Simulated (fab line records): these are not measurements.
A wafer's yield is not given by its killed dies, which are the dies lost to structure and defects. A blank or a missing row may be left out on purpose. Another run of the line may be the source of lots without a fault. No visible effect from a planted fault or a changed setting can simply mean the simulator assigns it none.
Problem report in the 8D (eight disciplines) form, filled by code	flow gf180mcu	the parts of the form that need people (team, actions taken, sign-off) are left out

== 1. WHAT WENT WRONG ==
Wafers free of any fault read 46.15 ohm/sq (standard deviation 0.085) for NSD_RS at GF_PSD_RS_MEAS_14, against a mean of 48.66 ohm/sq on 6 wafers of 2 lots. That puts it +30 standard deviations away from the usual mean.
The step: measures by four-point-probe.
First observed at day 16 23:30: wafer L225.1, on filmMetro-04. The record has a number at this step for 33 wafers belonging to 11 lots. The rule behind "out" and "out of limits": a value lying over 4 standard deviations away from the usual mean. All remaining wafers that have a number are taken as sound.

== 2. WHAT IT IS, AND WHAT IT ISN'T ==
question	is	is not
which readings at this step	NSD_RS	-
which lots	L225, L227	L217, L218, L219, L230, L231, L232, L233, L238, L240
which wafers of those lots	all that have a number	-
read on which gauges	filmMetro-04	filmMetro-01, filmMetro-02
when	from day 16 23:30	up to then (9 sound wafers); but 18 sound wafers of L230, L231, L232, L233, L238, L240 came after

== 3. THE SUSPECTS, EACH WITH WHAT RULES IT OUT ==
Counting: any tool at a process step up to the reading is kept as a suspect provided that every lot that is out went through it and no sound lot did after the first of them.
- the gauge at GF_PSD_RS_MEAS_14 has been ruled out. All the wafers that are out were read on filmMetro-04, but those of them that GF_NSD_IMPLANT_09 has rows for are out there too, on other tools.
- plasmaAsher-03 at GF_VT_IMPLANT_STRIP_42 (strips in O2/N2): ruled out as a lasting fault. Following L225 (day 9 19:29), the first lot on it that is out, the sound lots L231, L233, L238, L240 were run on it.
- implanter-03 at GF_NSD_IMPLANT_09: ruled out as a lasting fault. Following L225 (day 16 00:14), the first lot on it that is out, the sound lots L238 were run on it.
Left after counting: nothing in the record.

== 4. THE CAUSE (what the simulator had put in) ==
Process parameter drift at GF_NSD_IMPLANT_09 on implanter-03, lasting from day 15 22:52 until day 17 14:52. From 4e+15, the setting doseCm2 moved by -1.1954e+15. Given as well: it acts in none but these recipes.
The count ruled it out by mistake, since the rule takes a fault to strike every lot its tool runs from the start of the fault on, and this one did not do so.

== 5. THE CHAIN OF EFFECTS, in route order ==
Each row: a reading where the mean over the struck wafers with a number is more than 3 standard deviations away from the usual. Only readings for which the record gives a usual standard deviation are gone through. hours: the time from each lot's start at the first step in this table that gives one to its start at this step, as a median over the lots. sigmas: the change in usual standard deviations.
hours	step	reading	usual	on struck wafers	change	sigmas
0	GF_NSD_IMPLANT_09	doseIonsCm2	3.999e+15	2.805e+15	-1.194e+15	-99 or more
0	GF_NSD_STRIP_11	oesProductAu	0.487 a.u.	0.504	+0.017	+3.7
0	GF_NSD_STRIP_11	stripTimeToEndpointS	22.97 s	21.64	-1.32	-32
24	GF_PSD_RS_MEAS_14	NSD_RS	46.15 ohm/sq	48.66	+2.51	+30
Process steps it contains:
- GF_NSD_IMPLANT_09
- GF_NSD_STRIP_11: strips in O2/N2.
At these later measuring or inspecting steps, every struck wafer for which the step has a row has a number for every such reading, and none has moved that far: GF_CONTACT_THK_MEAS_26.

== 6. HOW IT WOULD HAVE BEEN CAUGHT EARLIER ==
25 hours passed between the start of the fault at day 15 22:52 and the first reading out of limits at a measuring or inspecting step in this record, taken at day 16 23:30.
At GF_NSD_IMPLANT_09, the tool's own readings (doseIonsCm2) were out on each struck wafer the step has a row for, so an alarm limit on them would have fired on the first such wafer.
